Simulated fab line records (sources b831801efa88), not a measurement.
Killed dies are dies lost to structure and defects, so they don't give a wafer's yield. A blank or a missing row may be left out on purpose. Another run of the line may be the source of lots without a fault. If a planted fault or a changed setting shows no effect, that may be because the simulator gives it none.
Which tool is to blame? | flow gf180mcu | 13 lots, 39 wafers sampled, at 4 steps of a route of 602

== WHAT EACH GAUGE READ, for each wafer ==
GF_V2_CD_MEAS_14: target cd 260 nm. Usual: cd nm at 259.9 nm, with a standard deviation of 1.5.
lot  | measured     | on        | cd nm (nm)        | flag
L179 | day 20 04:00 | cd sem-01 | 259.0 259.6 260.3 |
L181 | day 20 18:36 | cd sem-01 | 263.7 262.8 262.8 |
L186 | day 22 19:19 | cd sem-02 | 257.6 258.4 258.3 |
L187 | day 23 01:33 | cd sem-01 | 260.4 260.4 261.4 |
L191 | day 24 08:48 | cd sem-02 | 260.8 260.6 261.5 |
L192 | day 25 04:10 | cd sem-02 | 259.1 259.7 258.4 |
L193 | day 25 07:25 | cd sem-02 | 262.0 260.8 261.3 |
L194 | day 25 15:27 | cd sem-01 | 256.0 257.5 257.7 |
L196 | day 26 04:57 | cd sem-02 | 258.2 259.3 259.3 |
L198 | day 26 21:46 | cd sem-01 | 261.8 259.0 260.0 |
L202 | day 27 20:40 | cd sem-02 | 259.7 260.7 261.5 |

== TOOL THAT RAN EACH LOT (tool first, then ch and the chambers of the sampled wafers, then the start) ==
lot  | GF_SAB_STRIP_13                      | GF_M2_METAL_ETCH_16               | GF_M2_STRIP_17
L179 | plasma asher-02 ch 0,1, day 15 01:31 | rie metal-01 ch 0,1, day 19 02:12 | plasma asher-03 ch 0,1, day 19 02:20
L181 | plasma asher-03 ch 0,1, day 15 14:07 | rie metal-02 ch 0,1, day 19 17:30 | plasma asher-04 ch 0,1, day 19 17:38
L184 | plasma asher-03 ch 0,1, day 16 16:54 | -                                 | -
L185 | plasma asher-03 ch 0,1, day 17 05:16 | -                                 | -
L186 | plasma asher-03 ch 0,1, day 17 13:46 | rie metal-03 ch 0,1, day 21 19:19 | plasma asher-02 ch 0,1, day 21 19:26
L187 | plasma asher-04 ch 0,1, day 17 19:31 | rie metal-01 ch 0,1, day 22 00:39 | plasma asher-03 ch 0,1, day 22 00:47
L191 | plasma asher-03 ch 0,1, day 19 04:46 | rie metal-01 ch 0, day 23 08:24   | plasma asher-04 ch 0,1, day 23 08:40
L192 | plasma asher-03 ch 0,1, day 20 01:19 | rie metal-02 ch 0,1, day 24 04:54 | plasma asher-04 ch 0,1, day 24 05:02
L193 | plasma asher-02 ch 0,1, day 20 05:15 | rie metal-02 ch 0,1, day 24 07:57 | plasma asher-03 ch 0,1, day 24 08:05
L194 | plasma asher-04 ch 0,1, day 20 11:21 | rie metal-02 ch 0,1, day 24 15:37 | plasma asher-04 ch 0,1, day 24 15:44
L196 | plasma asher-03 ch 0,1, day 21 04:55 | rie metal-02 ch 0,1, day 25 06:54 | plasma asher-03 ch 0,1, day 25 07:02
L198 | plasma asher-03 ch 0,1, day 21 21:21 | rie metal-01 ch 0, day 25 23:09   | plasma asher-02 ch 0, day 25 23:17
L202 | plasma asher-04 ch 0,1, day 23 02:50 | rie metal-02 ch 1, day 26 23:21   | plasma asher-02 ch 0,1, day 26 23:31
- GF_SAB_STRIP_13: strips in O2/N2.
- GF_M2_METAL_ETCH_16: etches the open film in Cl2/BCl3, stops on SiO2, target depth 750.8 nm, time 125.1 s.
- GF_M2_STRIP_17: strips in O2/N2.

== WHAT THE TOOLS THEMSELVES READ (means of the sampled wafers that have a number; where no wafer has one, the mark that the record gives instead) ==
GF_SAB_STRIP_13. Usual: chamber pressure mTorr 1499.9 mTorr, standard deviation 1.4; drypump motor current A 5.8 A, standard deviation 0.39; heater power w 328 W, standard deviation 34; oes product au 0.709 a.u., standard deviation 0.005; strip time to endpoint s 12.61 s, standard deviation 0.031.
lot  | tool            | chamber pressure mTorr (mTorr) | drypump motor current A (A) | heater power w (W) | oes product au (a.u.) | strip time to endpoint s (s) | flag
L179 | plasma asher-02 | 1500.0                         | 5.7                         | 352                | 0.707                 | 12.59                        |
L181 | plasma asher-03 | 1500.2                         | 6.1                         | 328                | 0.712                 | 12.58                        |
L184 | plasma asher-03 | -                              | -                           | -                  | -                     | -                            | OFF
L185 | plasma asher-03 | -                              | -                           | -                  | -                     | -                            | OFF
L186 | plasma asher-03 | 1498.9                         | 6.1                         | 327                | 0.710                 | 12.60                        |
L187 | plasma asher-04 | 1499.7                         | 5.5                         | 308                | 0.710                 | 12.65                        |
L191 | plasma asher-03 | 1499.9                         | 6.1                         | 333                | 0.708                 | 12.63                        |
L192 | plasma asher-03 | 1499.2                         | 6.3                         | 329                | 0.707                 | 12.58                        |
L193 | plasma asher-02 | 1500.5                         | 5.5                         | 328                | 0.703                 | 12.62                        |
L194 | plasma asher-04 | 1500.7                         | 5.5                         | 307                | 0.706                 | 12.62                        |
L196 | plasma asher-03 | 1499.9                         | 6.3                         | 325                | 0.707                 | 12.60                        |
L198 | plasma asher-03 | 1499.6                         | 6.3                         | 324                | 0.706                 | 12.63                        |
L202 | plasma asher-04 | 1500.6                         | 5.5                         | 334                | 0.714                 | 12.57                        |

GF_M2_METAL_ETCH_16. Usual: drypump motor current A 5.29 A, standard deviation 0.23; oes product au 0.992 a.u., standard deviation 0.0056; throttle valve pct 28.228 %, standard deviation 0.01.
lot  | tool         | drypump motor current A (A) | oes product au (a.u.) | throttle valve pct (%) | flag
L179 | rie metal-01 | 5.45                        | 0.992                 | 28.225                 |
L181 | rie metal-02 | 5.21                        | 0.997                 | 28.222                 |
L186 | rie metal-03 | 5.46                        | 0.991                 | 28.228                 |
L187 | rie metal-01 | 5.45                        | 0.999                 | 28.232                 |
L191 | rie metal-01 | 5.36                        | 0.997                 | 28.225                 |
L192 | rie metal-02 | 5.19                        | 0.998                 | 28.228                 |
L193 | rie metal-02 | 5.19                        | 0.992                 | 28.227                 |
L194 | rie metal-02 | 5.07                        | 0.990                 | 28.233                 |
L196 | rie metal-02 | 5.07                        | 0.989                 | 28.228                 |
L198 | rie metal-01 | 5.36                        | 0.990                 | 28.236                 |
L202 | rie metal-02 | 4.97                        | 0.991                 | 28.225                 |

GF_M2_STRIP_17. Usual: chamber pressure mTorr 1500.0 mTorr, standard deviation 1.4; drypump motor current A 5.7 A, standard deviation 0.36; heater power w 330 W, standard deviation 37; oes product au 0.536 a.u., standard deviation 0.0046; strip time to endpoint s 7.37 s, standard deviation 0.038.
lot  | tool            | chamber pressure mTorr (mTorr) | drypump motor current A (A) | heater power w (W) | oes product au (a.u.) | strip time to endpoint s (s) | flag
L179 | plasma asher-03 | 1498.7                         | 6.3                         | 324                | 0.536                 | 7.41                         |
L181 | plasma asher-04 | 1500.6                         | 5.5                         | 306                | 0.534                 | 7.33                         |
L186 | plasma asher-02 | 1498.8                         | 5.5                         | 321                | 0.535                 | 7.32                         |
L187 | plasma asher-03 | 1499.5                         | 6.3                         | 323                | 0.535                 | 7.35                         |
L191 | plasma asher-04 | 1501.2                         | 5.6                         | 335                | 0.534                 | 7.34                         |
L192 | plasma asher-04 | 1500.7                         | 5.5                         | 337                | 0.534                 | 7.34                         |
L193 | plasma asher-03 | 1500.4                         | 6.3                         | 320                | 0.538                 | 7.37                         |
L194 | plasma asher-04 | 1499.6                         | 5.5                         | 315                | 0.544                 | 7.42                         |
L196 | plasma asher-03 | 1499.8                         | 6.3                         | 331                | 0.539                 | 7.36                         |
L198 | plasma asher-02 | 1498.9                         | 5.4                         | 299                | 0.535                 | 7.34                         |
L202 | plasma asher-02 | 1499.0                         | 5.7                         | 351                | 0.541                 | 7.41                         |

== THE ANSWER, worked out from the rows above alone ==
Rule: lot off if the mean of its wafers having a number is beyond 3 standard deviations from the usual mean. Also off: a lot with no number at a reading for which 4 or more lots have one. Any other lot the step has rows for is counted as sound. After the gauges, taken in route order, come the tools' own readings; for these a lot's mean is taken, as printed above. The first step at which some lot is off is used, and at that step the reading that is off furthest; a lot without a number counts as furthest.
Off at GF_SAB_STRIP_13 (chamber pressure mTorr): L184, L185. Without a number there: L184, L185.
If a tool, at that step or one of the process steps before it, ran each lot that is off and ran no sound lot following the first of them, it fits. Not one of the candidates tried fits.

== WHAT THE SIMULATOR HAD INSERTED ==
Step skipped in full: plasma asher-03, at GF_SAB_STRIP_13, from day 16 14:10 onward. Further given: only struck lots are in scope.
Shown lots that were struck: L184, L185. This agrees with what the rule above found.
